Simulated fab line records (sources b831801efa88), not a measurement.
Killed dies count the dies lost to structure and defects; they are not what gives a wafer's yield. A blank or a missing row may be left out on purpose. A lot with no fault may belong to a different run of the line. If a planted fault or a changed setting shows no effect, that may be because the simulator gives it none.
Which tool is to blame? ; flow sky130 ; 24 lots, 72 wafers sampled, at 5 steps of a route of 708

WHAT EACH GAUGE READ, for each wafer
SKY_FIELD_ISO_THK_MEAS_23. Usual: for FIELD_ISO_OXIDATION_01_THK the level is 9.99 nm and the standard deviation is 0.21.
lot;measured;on;FIELD_ISO_OXIDATION_01_THK (nm);flag
L074;day 2 05:48;film_metro-04;10.24 10.07 9.98;
L075;day 2 11:42;film_metro-04;10.37 10.15 10.11;
L076;day 2 16:40;film_metro-03;10.58 10.52 10.45;
L077;day 3 01:11;film_metro-03;10.08 10.03 10.15;
L078;day 3 07:18;film_metro-02;9.84 9.76 9.74;
L079;day 3 11:07;film_metro-02;9.87 9.91 9.92;
L080;day 3 15:45;film_metro-04;9.66 9.61 9.66;
L081;day 3 22:31;film_metro-04;10.09 10.19 10.10;
L082;day 4 01:30;film_metro-04;9.95 10.01 9.88;
L083;day 4 06:51;film_metro-02;9.94 10.01 10.02;
L084;day 4 13:46;film_metro-04;10.07 9.99 10.04;
L085;day 4 17:25;film_metro-04;10.06 9.97 9.90;
L086;day 4 21:49;film_metro-02;9.70 9.79 9.75;
L087;day 5 05:17;film_metro-02;9.89 9.92 9.94;
L088;day 5 10:11;film_metro-03;10.16 9.99 10.24;
L089;day 5 13:13;film_metro-03;10.29 10.39 10.23;
L090;day 5 20:44;film_metro-02;9.73 9.73 9.80;
L091;day 5 23:10;film_metro-02;9.84 10.01 9.97;
L092;day 6 07:24;film_metro-03;10.03 9.75 9.75;
L093;day 6 11:20;film_metro-03;9.98 9.83 9.94;
L094;day 6 16:19;film_metro-04;9.89 9.63 9.94;
L095;day 6 19:47;film_metro-02;10.17 10.10 10.28;
L096;day 7 03:49;film_metro-02;10.03 10.08 9.96;
L097;day 7 08:49;film_metro-04;10.01 10.13 10.06;

SKY_RES_XHIGH_TW_MEAS_09. Usual: for RES_XHIGH_TW the level is 1635 and the standard deviation is 12.
lot;measured;on;RES_XHIGH_TW;flag
L074;day 26 11:20;film_metro-01;1612 1609 1603;
L075;day 26 14:08;film_metro-03;1652 1644 1656;
L076;day 26 19:54;film_metro-03;1658 1650 1649;
L077;day 29 01:43;film_metro-03;1643 1644 1640;
L078;day 29 02:37;film_metro-04;1630 1625 1624;
L079;day 28 22:59;film_metro-01;1620 1618 1612;
L080;day 29 05:10;film_metro-04;1630 1634 1630;
L081;day 29 04:14;film_metro-03;1653 1643 1642;
L082;day 29 14:28;film_metro-04;1631 1624 1630;
L083;day 31 00:56;film_metro-01;1626 1625 1625;
L084;day 31 01:50;film_metro-01;1622 1621 1620;
L085;day 31 05:43;film_metro-03;1643 1638 1645;
L086;day 31 04:00;film_metro-03;1630 1637 1637;
L087;day 31 06:49;film_metro-04;1622 1635 1628;
L088;day 31 12:58;film_metro-04;1623 1635 1630;
L089;day 31 12:40;film_metro-04;1635 1629 1631;
L090;day 32 00:01;film_metro-03;1652 1641 1648;
L091;day 32 03:07;film_metro-03;1650 1656 1653;
L092;day 32 14:01;film_metro-01;1620 1626 1621;
L093;day 33 04:58;film_metro-03;1651 1644 1641;
L094;day 33 00:53;film_metro-03;1635 1639 1636;
L095;day 33 06:40;film_metro-03;1634 1650 1642;
L096;day 33 21:53;film_metro-03;1633 1633 1633;
L097;day 33 23:04;film_metro-01;1639 1631 1630;

SKY_LOCAL_INTERCONNECT_RS_MEAS_01: uses a four-point probe to measure. Usual: for LOCAL_INTERCONNECT_TIN_RS the level is 14.11 ohm/sq and the standard deviation is 0.15.
lot;measured;on;LOCAL_INTERCONNECT_TIN_RS (ohm/sq);flag
L074;day 29 00:41;film_metro-03;13.89 14.10 13.90;
L075;day 29 04:23;film_metro-02;14.00 13.85 14.06;
L076;day 29 08:38;film_metro-03;14.03 14.05 13.98;
L077;day 31 13:25;film_metro-03;14.38 14.13 14.25;
L078;day 31 14:02;film_metro-02;14.10 13.88 13.98;
L079;day 31 10:44;film_metro-02;14.22 14.33 14.29;
L080;day 31 16:44;film_metro-02;13.88 14.03 13.96;
L081;day 31 15:21;film_metro-02;14.06 14.03 14.03;
L082;day 31 23:56;film_metro-01;13.86 14.08 14.09;
L083;day 33 08:49;film_metro-02;14.17 14.11 14.21;
L084;day 33 10:13;film_metro-02;14.41 14.16 14.46;
L085;day 33 14:28;film_metro-03;14.34 14.04 14.40;
L086;day 33 12:32;film_metro-01;14.22 14.14 14.16;
L087;day 33 15:18;film_metro-03;14.03 14.03 14.09;
L088;day 33 22:38;film_metro-03;14.33 14.16 14.22;
L089;day 33 21:59;film_metro-02;13.99 14.33 13.94;
L090;day 34 08:19;film_metro-03;14.20 14.18 14.28;
L091;day 34 12:44;film_metro-03;14.25 14.26 14.39;
L092;day 34 21:40;film_metro-03;14.15 14.28 14.30;
L093;day 35 13:40;film_metro-02;13.99 13.91 14.10;
L094;day 35 09:59;film_metro-02;14.29 14.29 14.17;
L095;day 35 14:56;film_metro-01;14.02 14.24 14.08;
L096;day 36 06:16;film_metro-01;14.09 14.05 14.22;
L097;day 36 07:02;film_metro-03;13.83 13.72 14.10;

SKY_LOCAL_INTERCONNECT_THK_MEAS_02: measures by xrf. Usual: for LOCAL_INTERCONNECT_TIN_THK the level is 100.1 nm and the standard deviation is 1.1.
lot;measured;on;LOCAL_INTERCONNECT_TIN_THK (nm);flag
L074;day 29 00:48;film_metro-03;101.6 100.5 101.3;
L075;day 29 04:29;film_metro-02;99.5 100.1 98.6;
L076;day 29 08:44;film_metro-03;101.2 101.1 101.0;
L077;day 31 13:31;film_metro-03;99.7 100.3 100.2;
L078;day 31 14:10;film_metro-02;99.4 100.6 100.2;
L079;day 31 10:51;film_metro-02;98.7 97.8 98.6;
L080;day 31 16:50;film_metro-02;100.1 99.8 100.4;
L081;day 31 15:27;film_metro-02;99.6 100.2 99.9;
L082;day 32 00:02;film_metro-01;100.3 99.2 99.6;
L083;day 33 08:54;film_metro-02;100.1 100.7 99.8;
L084;day 33 10:19;film_metro-02;98.8 100.3 98.2;
L085;day 33 14:35;film_metro-03;99.1 101.1 99.2;
L086;day 33 12:38;film_metro-01;98.4 98.9 98.6;
L087;day 33 15:25;film_metro-03;101.8 101.4 101.2;
L088;day 33 22:44;film_metro-03;99.3 100.4 99.9;
L089;day 33 22:06;film_metro-02;100.7 99.0 102.0;
L090;day 34 08:26;film_metro-03;100.3 100.1 99.6;
L091;day 34 12:51;film_metro-03;99.9 99.8 99.2;
L092;day 34 21:47;film_metro-03;100.8 99.7 100.1;
L093;day 35 13:47;film_metro-02;101.2 101.5 99.8;
L094;day 35 10:05;film_metro-02;99.0 98.8 99.7;
L095;day 35 15:04;film_metro-01;99.4 97.5 98.8;
L096;day 36 06:23;film_metro-01;99.5 99.3 98.4;
L097;day 36 07:09;film_metro-03;102.3 103.9 101.4;

EACH LOT AND THE TOOL THAT RAN IT (in order: tool; ch and the chambers of the sampled wafers; start)
lot;SKY_RES_XHIGH_STRIP_08
L074;plasma_asher-04 ch 0,1, day 26 11:14
L075;plasma_asher-02 ch 0,1, day 26 14:02
L076;plasma_asher-02 ch 0,1, day 26 19:49
L077;plasma_asher-02 ch 0,1, day 29 01:37
L078;plasma_asher-01 ch 0,1, day 29 02:31
L079;plasma_asher-01 ch 0,1, day 28 22:53
L080;plasma_asher-01 ch 0,1, day 29 05:04
L081;plasma_asher-04 ch 0,1, day 29 04:08
L082;plasma_asher-02 ch 0,1, day 29 14:22
L083;plasma_asher-01 ch 0,1, day 31 00:50
L084;plasma_asher-01 ch 0,1, day 31 01:44
L085;plasma_asher-04 ch 0,1, day 31 05:37
L086;plasma_asher-04 ch 0,1, day 31 03:55
L087;plasma_asher-02 ch 1, day 31 06:43
L088;plasma_asher-02 ch 0,1, day 31 12:52
L089;plasma_asher-04 ch 0,1, day 31 12:34
L090;plasma_asher-02 ch 0,1, day 31 23:55
L091;plasma_asher-04 ch 0,1, day 32 03:01
L092;plasma_asher-02 ch 0,1, day 32 13:55
L093;plasma_asher-04 ch 0,1, day 33 04:52
L094;plasma_asher-04 ch 0,1, day 33 00:47
L095;plasma_asher-04 ch 0,1, day 33 06:34
L096;plasma_asher-02 ch 0,1, day 33 21:47
L097;plasma_asher-02 ch 0,1, day 33 22:58
- SKY_RES_XHIGH_STRIP_08: strips in O2/N2.

WHAT THE TOOLS THEMSELVES READ (means of the sampled wafers that have a number; where no wafer has one, the mark that the record gives instead)
SKY_RES_XHIGH_STRIP_08. Usual: drypump_motor_current_A 5.5 A, standard deviation 0.4; o2_flow_sccm 3000 sccm, standard deviation 8.1; oes_product_au 0.712 a.u., standard deviation 0.0047; strip_time_to_endpoint_s 14.28 s, standard deviation 0.035.
lot;tool;drypump_motor_current_A (A);o2_flow_sccm (sccm);oes_product_au (a.u.);strip_time_to_endpoint_s (s);flag
L074;plasma_asher-04;5.9;3005;0.710;14.27;
L075;plasma_asher-02;5.2;2990;0.711;14.30;
L076;plasma_asher-02;5.2;2999;0.709;14.31;
L077;plasma_asher-02;5.3;3001;0.714;14.30;
L078;plasma_asher-01;5.8;3005;0.714;14.32;
L079;plasma_asher-01;5.6;2998;0.709;14.32;
L080;plasma_asher-01;5.7;3012;0.715;14.28;
L081;plasma_asher-04;5.9;3001;0.714;14.28;
L082;plasma_asher-02;5.2;2994;0.716;14.28;
L083;plasma_asher-01;5.7;3005;0.714;14.27;
L084;plasma_asher-01;5.8;2996;0.719;14.26;
L085;plasma_asher-04;5.9;3002;0.712;14.26;
L086;plasma_asher-04;5.8;2995;0.709;14.33;
L087;plasma_asher-02;5.5;2989;0.710;14.27;
L088;plasma_asher-02;5.2;3003;0.706;14.26;
L089;plasma_asher-04;5.9;2999;0.712;14.26;
L090;plasma_asher-02;5.3;3000;0.709;14.25;
L091;plasma_asher-04;5.9;2997;0.709;14.33;
L092;plasma_asher-02;5.3;3001;0.708;14.29;
L093;plasma_asher-04;5.5;3000;0.712;14.28;
L094;plasma_asher-04;5.5;2987;0.710;14.27;
L095;plasma_asher-04;5.9;2999;0.715;14.24;
L096;plasma_asher-02;5.3;3002;0.709;14.31;
L097;plasma_asher-02;5.2;3007;0.714;14.26;

THE ANSWER, worked out from the rows above alone
Rule: a lot counts as off when the mean over its wafers that have a number is more than 3 standard deviations away from the usual mean. Also off: a lot with no number at a reading for which 4 or more lots have one. The other lots that the step has rows for count as sound. After the gauges, taken in route order, come the tools' own readings; for these a lot's mean is taken, as printed above. The first step at which some lot is off is used, and at that step the reading that is off furthest; a lot without a number counts as furthest.
None of the lots is off at any reading shown; this tells nothing.

WHAT THE SIMULATOR HAD INSERTED
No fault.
